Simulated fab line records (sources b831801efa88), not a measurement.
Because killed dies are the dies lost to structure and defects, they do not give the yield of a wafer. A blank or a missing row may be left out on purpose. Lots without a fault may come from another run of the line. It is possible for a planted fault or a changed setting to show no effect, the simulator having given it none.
fab line records	flow sky130
record lots=11	wafers=33	lastDay=50
route steps=708 shown CAPM@539 METAL4@632 PASSIVATION@682 PAD_OPEN@708
lots that met no fault: from a run of the same line without faults
startH: start of the lot's first displayed wafer, in hours after the record's first day	waitH: time in hours since the lot's previous step	" repeats the value in the row above	L1.1+2: several wafers, shown together as one row	- no value present, or no start provided	* or withheld: withheld	< > ~ a bound
route shown NAME@n: names a module that has steps shown in the file, with the first one's number in the route	usual: the fault-free wafers' mean and standard deviation	same: alike in all rows	chamber/n: place in a boat	sites: each site's reading	_std_site: the standard deviation of these	_edge_site: mean of outer sites minus mean of inner sites	radiusMm: for every site, how far away it sits from the centre of the wafer	mask NAME#n: copy n	behind: the most recent tool/chamber to have shaped the wafer	hold: cause of the lot's hold/its duration in hours/its outcome	device: whichever transistor did not switch (one of n, p or np)	end of line: the tests these same wafers got at the end of their route	step lacking rows: just its recipe	killed: the dies lost at the first sort to structure and to defects; this is not the yield of the wafer	map: dies across one wafer; x = killed, . = not, _ = none there
set.NAME: setting as actually run; set.NAME@STEP: the setting as run at that earlier step	model.NAME: the simulator's own value behind a step, which no gauge read
a sample of lots followed through the steps of the route, with each step as a table and each wafer as a row
services: a tool's chamber out of use, with start hour (startH, from the record's first day; less than 0 if before it), hours out, and reason
## steps
# step SKY_CAPM_SPUTTER_02
# recipe material=TiN	targetThkNm=200	tempC=300	powerW=6500	timeS=166.7	chamberPressurePa=0.4
# usual throttleValvePct=30.3/0.88
# same timeS=166.7
lot.wafer	tool	chamber	startH	waitH	throttleValvePct
L861.3	pvdSputter-01	-	845.87	0.0	29.2
L861.5	"	-	"	"	31.1
L861.6	"	-	"	"	30.2
L862.1	pvdSputter-04	-	858.77	0.1	30.5
L862.2	"	-	"	"	29.0
L862.5	"	-	"	"	29.0
L867.2	pvdSputter-02	-	905.07	0.0	30.1
L867.3	"	-	"	"	30.9
L867.6	"	-	"	"	30.8
L869.3	pvdSputter-01	-	911.24	0.0	30.3
L869.5	"	-	"	"	30.9
L869.6	"	-	"	"	31.7
L870.1	pvdSputter-01	-	935.76	0.1	30.9
L870.2	"	-	"	"	31.6
L870.5	"	-	"	"	31.6
L871.2	pvdSputter-01	-	936.88	0.0	31.6
L871.4	"	-	"	"	29.5
L871.6	"	-	"	"	29.5
L872.1	pvdSputter-02	-	954.43	0.1	31.2
L872.2	"	-	"	"	28.7
L872.3	"	-	"	"	30.6
L881.2	pvdSputter-02	-	1008.51	0.0	30.5
L881.3	"	-	"	"	30.8
L881.4	"	-	"	"	30.5
L883.3	pvdSputter-01	-	1011.75	0.0	31.0
L883.4	"	-	"	"	31.3
L883.5	"	-	"	"	31.5
L882.3	pvdSputter-02	-	1012.25	0.0	28.5
L882.4	"	-	"	"	30.8
L882.5	"	-	"	"	31.3
L884.2	pvdSputter-02	-	1015.05	0.0	31.3
L884.3	"	-	"	"	30.4
L884.4	"	-	"	"	28.7
# step SKY_METAL4_ETCH_16
# recipe chemistry=N2/H2	target=BARC	ionEnergyEv=200	biasW=100	pressureMtorr=30	n2FlowSccm=100	h2FlowSccm=200	icpW=500	stopOn=SiO2	timeS=88.2	targetDepthA=600
# usual biasW=100.00/0.28	chamberPressureMTorr=30.00/0.031	drypumpMotorCurrentA=6.0/0.52	oesProductAu=0.626/0.0043	throttleValvePct=13.204/0.0089
# same timeS=88.2
lot.wafer	tool	chamber	startH	waitH	biasW	chamberPressureMTorr	drypumpMotorCurrentA	oesProductAu	rfHoursCounterH	throttleValvePct
L861.3	rieMetal-01	0	974.90	0.0	99.81	29.95	6.8	0.628	-	13.195
L861.5	"	0	"	"	99.88	29.95	6.8	0.620	-	13.218
L861.6	"	1	"	"	100.13	29.98	5.3	0.624	-	13.202
L862.1	rieMetal-02	1	987.40	0.0	99.93	29.98	5.4	0.630	12	13.201
L862.2	"	0	"	"	100.14	30.03	6.2	0.621	20	13.202
L862.5	"	1	"	"	100.00	30.02	5.4	0.638	-	13.212
L867.2	rieMetal-01	0	1030.45	0.0	99.41	30.04	6.8	0.629	14	13.201
L867.3	"	1	"	"	99.70	30.03	5.3	0.625	-	13.204
L867.6	"	1	"	"	100.18	29.98	5.3	0.625	-	13.196
L869.3	rieMetal-01	0	1035.30	0.0	99.19	29.99	6.8	0.628	-	13.216
L869.5	"	1	"	"	100.10	29.97	5.3	0.622	-	13.200
L869.6	"	0	"	"	99.67	30.00	6.8	0.622	-	13.208
L870.1	rieMetal-03	0	1058.90	0.0	100.00	30.03	6.2	0.631	21	13.191
L870.2	"	1	"	"	100.19	30.01	6.1	0.623	15	13.211
L870.5	"	0	"	"	99.97	30.06	6.2	0.625	-	13.199
L871.2	rieMetal-02	1	1059.60	0.0	100.07	30.00	5.4	0.625	15	13.196
L871.4	"	0	"	"	99.81	30.04	6.2	0.622	-	13.217
L871.6	"	0	"	"	100.32	30.03	6.2	0.624	-	13.195
L872.1	rieMetal-03	0	1074.92	0.0	100.57	30.03	6.2	0.614	23	13.212
L872.2	"	1	"	"	99.80	29.93	6.1	0.632	17	13.196
L872.3	"	1	"	"	100.15	30.05	6.1	0.628	-	13.195
L881.2	rieMetal-03	0	1121.26	0.0	99.96	29.98	6.2	0.621	24	13.201
L881.3	"	1	"	"	99.75	29.97	6.1	0.623	-	13.225
L881.4	"	0	"	"	99.76	30.00	6.2	0.630	-	13.201
L883.3	rieMetal-01	0	1125.36	0.0	99.91	30.01	6.8	0.619	-	13.209
L883.4	"	1	"	"	100.50	30.03	5.3	0.624	-	13.219
L883.5	"	0	"	"	100.22	30.05	6.8	0.620	-	13.195
L882.3	rieMetal-02	0	1125.39	0.0	99.85	29.97	6.2	0.625	-	13.203
L882.4	"	1	"	"	99.98	29.98	5.4	0.628	-	13.194
L882.5	"	0	"	"	99.98	29.99	6.2	0.620	-	13.199
L884.2	rieMetal-03	0	1126.51	0.0	99.79	29.97	6.2	0.628	25	13.222
L884.3	"	1	"	"	100.15	29.98	6.1	0.625	-	13.197
L884.4	"	0	"	"	99.95	29.98	6.2	0.626	-	13.201
# step SKY_PASSIVATION_THK_MEAS_01
# recipe reads=SiO2_of_PASSIVATION_CVD_00
# usual PASSIVATION_CVD_00_THK=90.2/1.2
lot.wafer	tool	chamber	startH	waitH	PASSIVATION_CVD_00_THK[nm]
L861.3	filmMetro-04	-	1024.32	-	88.8
L861.5	"	-	"	"	90.8
L861.6	"	-	"	"	91.1
L862.1	filmMetro-04	-	1037.10	-	90.0
L862.2	"	-	"	"	89.6
L862.5	"	-	"	"	92.8
L867.2	filmMetro-03	-	1077.95	-	88.3
L867.3	"	-	"	"	90.1
L867.6	"	-	"	"	90.4
L869.3	filmMetro-04	-	1081.06	-	89.2
L869.5	"	-	"	"	91.2
L869.6	"	-	"	"	89.9
L870.1	filmMetro-02	-	1103.76	-	89.9
L870.2	"	-	"	"	87.6
L870.5	"	-	"	"	88.7
L871.2	filmMetro-04	-	1105.56	-	88.9
L871.4	"	-	"	"	90.1
L871.6	"	-	"	"	90.4
L872.1	filmMetro-04	-	1118.97	-	89.2
L872.2	"	-	"	"	89.1
L872.3	"	-	"	"	88.0
L881.2	filmMetro-04	-	1162.43	-	90.6
L881.3	"	-	"	"	89.8
L881.4	"	-	"	"	92.1
L883.3	filmMetro-03	-	1166.22	-	88.3
L883.4	"	-	"	"	91.0
L883.5	"	-	"	"	89.5
L882.3	filmMetro-04	-	1166.79	-	89.7
L882.4	"	-	"	"	91.1
L882.5	"	-	"	"	89.9
L884.2	filmMetro-04	-	1167.30	-	90.2
L884.3	"	-	"	"	88.4
L884.4	"	-	"	"	90.5
# step SKY_PASSIVATION_STRIP_12
# recipe chemistry=O2/N2	powerW=1400	pressureMtorr=1500	platenTempC=withheld	overashFraction=0.7	o2FlowSccm=3000	n2FlowSccm=300
# usual chamberPressureMTorr=1500.0/1.4	drypumpMotorCurrentA=5.7/0.32	oesProductAu=0.661/0.0044	stripTimeToEndpointS=31.55/0.13
# same overashFraction=0.7
lot.wafer	tool	chamber	startH	waitH	chamberPressureMTorr	drypumpMotorCurrentA	oesProductAu	rfHoursCounterH	stripTimeToEndpointS
L861.3	plasmaAsher-01	1	1046.36	0.1	1499.1	5.8	0.662	-	31.31
L861.5	"	0	"	"	1502.5	5.6	0.664	-	31.28
L861.6	"	1	"	"	1498.7	5.8	0.657	-	31.34
L862.1	plasmaAsher-03	0	1058.23	0.1	1500.4	5.1	0.661	31	31.35
L862.2	"	1	"	"	1500.5	5.7	0.661	31	31.51
L862.5	"	0	"	"	1500.9	5.1	0.661	-	31.71
L867.2	plasmaAsher-04	1	1098.93	0.1	1501.0	5.8	0.657	3	31.62
L867.3	"	1	"	"	1501.4	5.8	0.658	-	31.50
L867.6	"	1	"	"	1501.4	5.8	0.664	-	31.63
L869.3	plasmaAsher-04	1	1101.40	0.1	1502.7	5.8	0.662	-	31.51
L869.5	"	1	"	"	1502.7	5.8	0.664	-	31.45
L869.6	"	0	"	"	1499.4	6.2	0.660	-	31.41
L870.1	plasmaAsher-03	1	1123.61	0.1	1499.5	5.7	0.654	38	31.67
L870.2	"	0	"	"	1496.1	5.1	0.658	38	31.50
L870.5	"	0	"	"	1501.3	5.1	0.656	-	31.44
L871.2	plasmaAsher-04	0	1125.61	0.1	1499.0	6.2	0.657	6	31.61
L871.4	"	1	"	"	1498.9	5.8	0.653	-	31.60
L871.6	"	0	"	"	1500.2	6.2	0.659	-	31.37
L872.1	plasmaAsher-03	0	1138.33	0.1	1500.8	5.2	0.664	39	31.57
L872.2	"	1	"	"	1500.9	5.7	0.662	39	31.73
L872.3	"	0	"	"	1502.5	5.1	0.657	-	31.76
L881.2	plasmaAsher-03	0	1179.63	0.1	1504.1	5.1	0.656	43	31.69
L881.3	"	0	"	"	1499.3	5.1	0.650	-	31.46
L881.4	"	1	"	"	1499.4	5.7	0.663	-	31.48
L883.3	plasmaAsher-03	0	1183.30	0.1	1498.5	5.1	0.668	-	31.58
L883.4	"	1	"	"	1496.8	5.7	0.658	-	31.60
L883.5	"	0	"	"	1500.2	5.1	0.660	-	31.62
L882.3	plasmaAsher-04	1	1183.84	0.1	1498.9	5.8	0.662	-	31.48
L882.4	"	0	"	"	1501.6	6.2	0.660	-	31.39
L882.5	"	0	"	"	1500.4	6.2	0.658	-	31.51
L884.2	plasmaAsher-04	0	1184.16	0.1	1501.3	6.2	0.658	12	31.44
L884.3	"	1	"	"	1499.6	5.8	0.667	-	31.53
L884.4	"	0	"	"	1501.2	6.2	0.658	-	31.45
# step SKY_PAD_OPEN_PROBE_99
# usual defectLimitedYield=82.4/2	killed_at_M0_to_M3=43/7	killed_at_M4_up=3.3/1.8	killedAtContacts=24/6.2	killedAtFrontEnd=16/4.7	killedAtOther=0.4/0.58	killedDies=87/10	killedOnRim=16/3.7	killedOpen=47/6.4	killedShort=39/7	sort_bin_3_pad_short=0.9/0.35	sort_bin_5_function=10.3/1.5	sort_bin_6_memory=6.4/1.2	sortNPass=406/9.9	sortYieldPct=82.5/2
# same grossDies=492	killedAtBackSide=0	sort_bin_4_leakage[%]=0	sort_bin_8_speed[%]=0
lot.wafer	tool	chamber	startH	waitH	defectLimitedYield[%]	killed_at_M0_to_M3	killed_at_M4_up	killedAtContacts	killedAtFrontEnd	killedAtOther	killedDies	killedOnRim	killedOpen	killedShort	sort_bin_3_pad_short[%]	sort_bin_5_function[%]	sort_bin_6_memory[%]	sortNPass	sortYieldPct[%]
L861.3	prober-01	-	1070.93	0.2	83.1	46	1	23	13	0	83	16	46	37	1.2	12.0	3.7	409	83.1
L861.5	prober-01	-	1071.03	0.2	82.7	43	4	24	14	0	85	19	35	50	1.8	10.0	5.5	407	82.7
L861.6	prober-01	-	1071.08	0.2	84.6	38	3	25	10	0	76	16	41	35	1.4	7.7	6.3	416	84.6
L862.1	prober-02	-	1082.26	0.1	82.5	50	3	19	14	0	86	15	44	41	0.6	9.6	7.3	406	82.5
L862.2	prober-02	-	1082.31	0.1	83.1	43	4	16	20	0	83	18	45	36	0.8	9.8	6.3	409	83.1
L862.5	prober-02	-	1082.46	0.2	83.1	33	1	29	20	0	83	13	42	39	0.8	9.6	6.5	409	83.1
L867.2	prober-01	-	1121.40	0.1	80.5	59	3	17	16	1	96	11	49	47	0.8	12.2	6.5	396	80.5
L867.3	prober-01	-	1121.45	0.2	81.5	44	3	29	14	1	91	19	49	42	0.6	10.2	7.7	401	81.5
L867.6	prober-01	-	1121.60	0.2	83.3	39	0	25	18	0	82	18	45	37	0.4	10.2	6.1	410	83.3
L869.3	prober-01	-	1123.50	0.2	81.3	43	1	26	20	2	92	15	55	36	0.4	10.2	8.1	400	81.3
L869.5	prober-01	-	1123.60	0.2	84.3	38	3	26	10	0	77	18	34	43	0.8	9.1	5.7	415	84.3
L869.6	prober-01	-	1123.65	0.2	82.5	31	3	37	15	0	86	24	54	32	0.8	9.3	7.3	406	82.5
L870.1	prober-02	-	1145.29	0.1	83.5	39	4	24	13	1	81	14	45	34	0.8	10.0	5.7	411	83.5
L870.2	prober-02	-	1145.34	0.1	82.1	36	0	31	20	1	88	17	50	37	1.4	9.6	6.9	404	82.1
L870.5	prober-02	-	1145.49	0.2	83.5	41	6	22	11	1	81	21	46	34	0.6	10.8	5.1	411	83.5
L871.2	prober-01	-	1147.34	0.1	86.4	45	1	13	7	1	67	12	41	26	0.2	6.7	6.7	425	86.4
L871.4	prober-01	-	1147.44	0.2	85.4	36	2	22	12	0	72	16	41	30	0.6	8.3	5.7	420	85.4
L871.6	prober-01	-	1147.54	0.2	76.8	56	4	34	20	0	114	16	66	48	0.8	14.2	8.1	378	76.8
L872.1	prober-01	-	1159.30	0.1	87.2	36	0	15	12	0	63	13	37	26	0.4	8.7	3.7	429	87.2
L872.2	prober-01	-	1159.35	0.1	81.9	49	2	21	17	0	89	26	48	41	1.4	10.0	6.7	403	81.9
L872.3	prober-01	-	1159.40	0.2	82.3	50	2	19	15	1	87	16	49	38	0.6	10.4	6.7	405	82.3
L881.2	prober-01	-	1197.94	0.1	86.4	27	2	24	13	1	67	14	32	35	0.8	8.1	4.7	425	86.4
L881.3	prober-01	-	1197.99	0.2	74.4	51	2	26	12	35	126	29	54	35	1.6	15.9	8.1	366	74.4
L881.4	prober-01	-	1198.04	0.2	80.3	35	3	41	18	0	97	19	59	37	0	9.8	10.0	395	80.3
L883.3	prober-02	-	1201.84	0.2	85.8	44	2	10	14	0	70	17	41	29	0.6	7.1	6.5	422	85.8
L883.4	prober-02	-	1201.89	0.2	81.9	47	1	24	17	0	89	24	51	38	0.8	11.0	6.3	403	81.9
L883.5	prober-02	-	1201.94	0.2	82.5	34	3	25	23	1	86	18	45	41	0.6	11.8	5.1	406	82.5
L882.3	prober-01	-	1202.47	0.2	83.7	46	6	19	8	1	80	8	43	34	0.6	9.8	5.9	412	83.7
L882.4	prober-01	-	1202.52	0.2	84.3	41	4	20	11	1	77	11	45	32	1.0	10.8	3.9	415	84.3
L882.5	prober-01	-	1202.57	0.2	73.0	44	4	28	20	37	133	32	52	44	2.6	16.5	7.9	359	73.0
L884.2	prober-02	-	1203.29	0.1	78.9	40	2	21	8	33	104	28	50	21	2.0	14.2	4.9	388	78.9
L884.3	prober-02	-	1203.34	0.2	83.9	45	2	17	15	0	79	13	50	29	1.0	8.7	6.3	413	83.9
L884.4	prober-02	-	1203.39	0.2	82.1	42	2	26	18	0	88	15	47	41	0.8	10.8	6.3	404	82.1
# killed by level:class
L861.3 VIA1:geometricParticle:open=12 CONTACT:geometricParticle:open=9 LI_CONTACT:geometricParticle:open=7 LOCAL_INTERCONNECT:geometricParticle:short=5 VIA1:geometricParticle:short=5 METAL2:geometricParticle:short=5 VIA2:geometricParticle:open=5 FIELD_ISO:geometricParticle:short=4
L861.5 LI_CONTACT:geometricParticle:open=8 VIA1:geometricParticle:short=8 VIA1:geometricParticle:open=7 METAL2:geometricParticle:short=7 LOCAL_INTERCONNECT:geometricParticle:short=6 CONTACT:geometricParticle:open=6 METAL3:geometricParticle:short=5 POLY_GATE:geometricParticle:open=4
L861.6 LI_CONTACT:geometricParticle:open=10 VIA1:geometricParticle:open=7 CONTACT:geometricParticle:short=6 CONTACT:geometricParticle:open=5 METAL1:geometricParticle:short=5 VIA2:geometricParticle:open=5 METAL2:geometricParticle:short=5 VIA3:geometricParticle:open=4
L862.1 VIA1:geometricParticle:open=12 METAL2:geometricParticle:short=10 VIA2:geometricParticle:open=8 CONTACT:geometricParticle:open=7 FIELD_ISO:geometricParticle:open=5 VIA3:geometricParticle:open=5 METAL1:geometricParticle:short=4 LI_CONTACT:geometricParticle:open=4
L862.2 VIA1:geometricParticle:open=13 METAL2:geometricParticle:short=9 FIELD_ISO:geometricParticle:open=8 FIELD_ISO:geometricParticle:short=7 CONTACT:geometricParticle:short=5 CONTACT:geometricParticle:open=5 METAL2:geometricParticle:open=4 VIA3:geometricParticle:open=4
L862.5 CONTACT:geometricParticle:open=14 LI_CONTACT:geometricParticle:open=7 FIELD_ISO:geometricParticle:open=6 VIA1:geometricParticle:short=6 VIA1:geometricParticle:open=5 VIA2:geometricParticle:open=5 FIELD_ISO:geometricParticle:short=4 POLY_GATE:geometricParticle:short=4
L867.2 VIA1:geometricParticle:open=12 METAL1:geometricParticle:short=6 VIA2:geometricParticle:open=6 VIA1:geometricParticle:short=6 METAL2:geometricParticle:short=6 FIELD_ISO:geometricParticle:open=5 VIA2:geometricParticle:short=5 CONTACT:geometricParticle:short=5
L867.3 CONTACT:geometricParticle:open=9 VIA1:geometricParticle:open=8 LI_CONTACT:geometricParticle:open=7 LOCAL_INTERCONNECT:geometricParticle:short=7 FIELD_ISO:geometricParticle:open=5 VIA3:geometricParticle:open=5 METAL2:geometricParticle:short=5 METAL1:geometricParticle:short=5
L867.6 CONTACT:geometricParticle:open=13 VIA2:geometricParticle:open=9 FIELD_ISO:geometricParticle:open=6 VIA1:geometricParticle:short=6 FIELD_ISO:geometricParticle:short=5 CONTACT:geometricParticle:short=5 METAL2:geometricParticle:short=5 VIA2:geometricParticle:short=5
L869.3 FIELD_ISO:geometricParticle:open=10 VIA1:geometricParticle:open=10 CONTACT:geometricParticle:open=8 VIA3:geometricParticle:open=8 LI_CONTACT:geometricParticle:open=6 METAL1:geometricParticle:short=5 CONTACT:geometricParticle:short=5 LI_CONTACT:geometricParticle:short=4
L869.5 LI_CONTACT:geometricParticle:short=8 LI_CONTACT:geometricParticle:open=6 METAL1:geometricParticle:short=6 CONTACT:geometricParticle:open=6 VIA1:geometricParticle:open=5 VIA2:geometricParticle:short=5 METAL3:geometricParticle:short=5 VIA3:geometricParticle:open=5
L869.6 CONTACT:geometricParticle:open=21 VIA3:geometricParticle:open=8 FIELD_ISO:geometricParticle:open=5 LI_CONTACT:geometricParticle:open=5 CONTACT:geometricParticle:short=5 VIA1:geometricParticle:short=5 FIELD_ISO:geometricParticle:short=4 VIA2:geometricParticle:open=4
L870.1 LI_CONTACT:geometricParticle:open=11 METAL2:geometricParticle:short=7 VIA1:geometricParticle:open=5 VIA2:geometricParticle:open=5 LOCAL_INTERCONNECT:geometricParticle:short=5 CONTACT:geometricParticle:open=5 VIA3:geometricParticle:open=5 METAL3:geometricParticle:short=4
L870.2 CONTACT:geometricParticle:open=12 VIA1:geometricParticle:open=9 LI_CONTACT:geometricParticle:open=8 CONTACT:geometricParticle:short=7 FIELD_ISO:geometricParticle:short=6 FIELD_ISO:geometricParticle:open=5 POLY_GATE:geometricParticle:open=5 VIA2:geometricParticle:open=5
L870.5 VIA1:geometricParticle:open=13 LI_CONTACT:geometricParticle:open=7 METAL2:geometricParticle:short=6 VIA3:geometricParticle:open=6 CONTACT:geometricParticle:short=5 CONTACT:geometricParticle:open=5 POLY_GATE:geometricParticle:open=4 VIA3:geometricParticle:short=4
L871.2 VIA1:geometricParticle:open=10 VIA3:geometricParticle:open=9 VIA2:geometricParticle:open=6 LI_CONTACT:geometricParticle:open=5 VIA1:geometricParticle:short=5 VIA3:geometricParticle:short=5 CONTACT:geometricParticle:open=4 METAL2:geometricParticle:short=4
L871.4 VIA1:geometricParticle:open=8 VIA3:geometricParticle:open=8 LI_CONTACT:geometricParticle:open=7 CONTACT:geometricParticle:open=6 FIELD_ISO:geometricParticle:open=4 VIA3:geometricParticle:short=4 CONTACT:geometricParticle:short=4 VIA1:geometricParticle:short=4
L871.6 VIA1:geometricParticle:open=13 VIA2:geometricParticle:open=11 LI_CONTACT:geometricParticle:open=11 CONTACT:geometricParticle:open=9 LOCAL_INTERCONNECT:geometricParticle:short=7 POLY_GATE:geometricParticle:short=6 METAL2:geometricParticle:short=6 FIELD_ISO:geometricParticle:open=5
L872.1 VIA1:geometricParticle:open=9 VIA2:geometricParticle:open=6 METAL2:geometricParticle:short=4 LOCAL_INTERCONNECT:geometricParticle:short=4 CONTACT:geometricParticle:short=4 METAL1:geometricParticle:short=4 FIELD_ISO:geometricParticle:short=3 POLY_GATE:geometricParticle:open=3
L872.2 METAL1:geometricParticle:short=10 VIA1:geometricParticle:open=8 METAL2:geometricParticle:short=8 LI_CONTACT:geometricParticle:open=7 VIA2:geometricParticle:open=7 VIA3:geometricParticle:open=6 CONTACT:geometricParticle:open=5 FIELD_ISO:geometricParticle:short=4
L872.3 VIA1:geometricParticle:open=15 CONTACT:geometricParticle:open=9 VIA1:geometricParticle:short=6 VIA2:geometricParticle:open=6 FIELD_ISO:geometricParticle:short=4 POLY_GATE:geometricParticle:short=4 METAL1:geometricParticle:short=4 METAL3:geometricParticle:short=4
L881.2 CONTACT:geometricParticle:open=13 POLY_GATE:geometricParticle:short=5 CONTACT:geometricParticle:short=5 METAL2:geometricParticle:short=5 VIA2:geometricParticle:open=5 FIELD_ISO:geometricParticle:short=4 LOCAL_INTERCONNECT:geometricParticle:short=4 METAL1:geometricParticle:short=4
L881.3 CAPM:unspecified=34 VIA3:geometricParticle:open=12 CONTACT:geometricParticle:open=11 VIA1:geometricParticle:open=10 VIA2:geometricParticle:open=8 VIA1:geometricParticle:short=6 FIELD_ISO:geometricParticle:short=5 LI_CONTACT:geometricParticle:open=5
L881.4 LI_CONTACT:geometricParticle:open=14 CONTACT:geometricParticle:open=14 VIA1:geometricParticle:open=8 CONTACT:geometricParticle:short=6 VIA3:geometricParticle:open=6 FIELD_ISO:geometricParticle:open=5 POLY_GATE:geometricParticle:short=5 METAL1:geometricParticle:short=5
L883.3 VIA1:geometricParticle:open=12 VIA3:geometricParticle:open=7 VIA2:geometricParticle:open=6 VIA1:geometricParticle:short=5 VIA2:geometricParticle:short=5 FIELD_ISO:geometricParticle:open=4 FIELD_ISO:geometricParticle:short=3 POLY_GATE:geometricParticle:short=3
L883.4 VIA1:geometricParticle:open=13 VIA2:geometricParticle:open=9 CONTACT:geometricParticle:open=8 LI_CONTACT:geometricParticle:open=6 VIA1:geometricParticle:short=6 CONTACT:geometricParticle:short=5 METAL1:geometricParticle:short=5 FIELD_ISO:geometricParticle:open=4
L883.5 CONTACT:geometricParticle:open=9 VIA1:geometricParticle:open=9 FIELD_ISO:geometricParticle:short=7 CONTACT:geometricParticle:short=6 POLY_GATE:geometricParticle:open=5 METAL1:geometricParticle:short=5 VIA2:geometricParticle:open=5 SPACER:geometricParticle:open=4
L882.3 VIA3:geometricParticle:open=9 VIA1:geometricParticle:open=9 VIA2:geometricParticle:open=6 LOCAL_INTERCONNECT:geometricParticle:short=5 CONTACT:geometricParticle:open=5 METAL1:geometricParticle:open=5 METAL2:geometricParticle:short=5 LI_CONTACT:geometricParticle:open=4
L882.4 VIA1:geometricParticle:open=10 CONTACT:geometricParticle:open=8 VIA2:geometricParticle:open=8 LI_CONTACT:geometricParticle:open=6 FIELD_ISO:geometricParticle:open=4 METAL1:geometricParticle:short=4 VIA3:geometricParticle:open=4 METAL2:geometricParticle:short=4
L882.5 CAPM:unspecified=37 CONTACT:geometricParticle:open=15 VIA2:geometricParticle:open=11 FIELD_ISO:geometricParticle:short=9 VIA1:geometricParticle:open=7 VIA1:geometricParticle:short=7 FIELD_ISO:geometricParticle:open=6 LI_CONTACT:geometricParticle:open=6
L884.2 CAPM:unspecified=33 VIA1:geometricParticle:open=12 CONTACT:geometricParticle:open=9 VIA3:geometricParticle:open=9 LI_CONTACT:geometricParticle:open=5 METAL2:geometricParticle:short=4 VIA2:geometricParticle:open=4 VIA3:geometricParticle:short=4
L884.3 VIA1:geometricParticle:open=12 VIA3:geometricParticle:open=9 CONTACT:geometricParticle:open=7 VIA2:geometricParticle:open=6 VIA3:geometricParticle:short=5 POLY_GATE:geometricParticle:short=4 LI_CONTACT:geometricParticle:open=4 METAL3:geometricParticle:short=4
L884.4 CONTACT:geometricParticle:open=10 VIA3:geometricParticle:open=9 METAL2:geometricParticle:short=7 LI_CONTACT:geometricParticle:open=7 VIA1:geometricParticle:open=7 FIELD_ISO:geometricParticle:short=6 SPACER:geometricParticle:open=5 METAL1:geometricParticle:short=5
## services
tool	chamber	startH	hours	kind
rieMetal-02	-	824.26	1.4	pm
plasmaAsher-03	-	881.51	2.8	pm
plasmaAsher-01	-	901.30	12.1	repair
plasmaAsher-04	-	903.41	7.3	repair
pvdSputter-02	0	914.09	-	consumableReplace:kit
pvdSputter-02	0	914.09	18.0	scheduledDown
pvdSputter-02	0	914.09	18.0	ventCycle
pvdSputter-01	-	954.81	4.3	repair
rieMetal-03	0	964.31	4.1	repair
plasmaAsher-01	-	965.54	11.5	repair
plasmaAsher-04	-	1007.79	15.6	pm
rieMetal-02	-	1010.42	26.5	repair
pvdSputter-01	2	1013.54	-	consumableReplace:kit
plasmaAsher-03	-	1020.87	14.6	pm
pvdSputter-04	-	1048.40	6.9	repair
plasmaAsher-04	-	1055.25	9.0	pm
pvdSputter-02	-	1064.26	5.3	repair
rieMetal-03	-	1085.60	28.1	pm
pvdSputter-01	-	1093.31	1.3	repair
plasmaAsher-03	-	1101.11	2.6	repair
pvdSputter-04	-	1114.19	7.6	repair
rieMetal-01	0	1142.79	20.5	repair
plasmaAsher-03	-	1159.18	2.2	repair
rieMetal-03	1	1183.34	3.2	repair
## key
firstSign step=SKY_PAD_OPEN_PROBE_99	reading=killedAtOther	direction=up	sigmas=35	usual=0.4	struck=35
effect step=SKY_PAD_OPEN_PROBE_99	reading=sortNPass	direction=down	sigmas=3.5	usual=406	struck=371
metAt SKY_CAPM_SPUTTER_02
struckLots L881,L882,L884
struckWafers L881.3,L882.5,L884.2
notActingAt SKY_METAL4_ETCH_16,SKY_PASSIVATION_THK_MEAS_01,SKY_PASSIVATION_STRIP_12
onsetBetween 954.43 1008.51
fault kind=chamberParticleSource	tool=pvdSputter-02	chamber=-	onsetH=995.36	steps=SKY_CAPM_SPUTTER_02	ratePerVisitCm2=0.52203	endH=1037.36	scope=struckWafersOnly
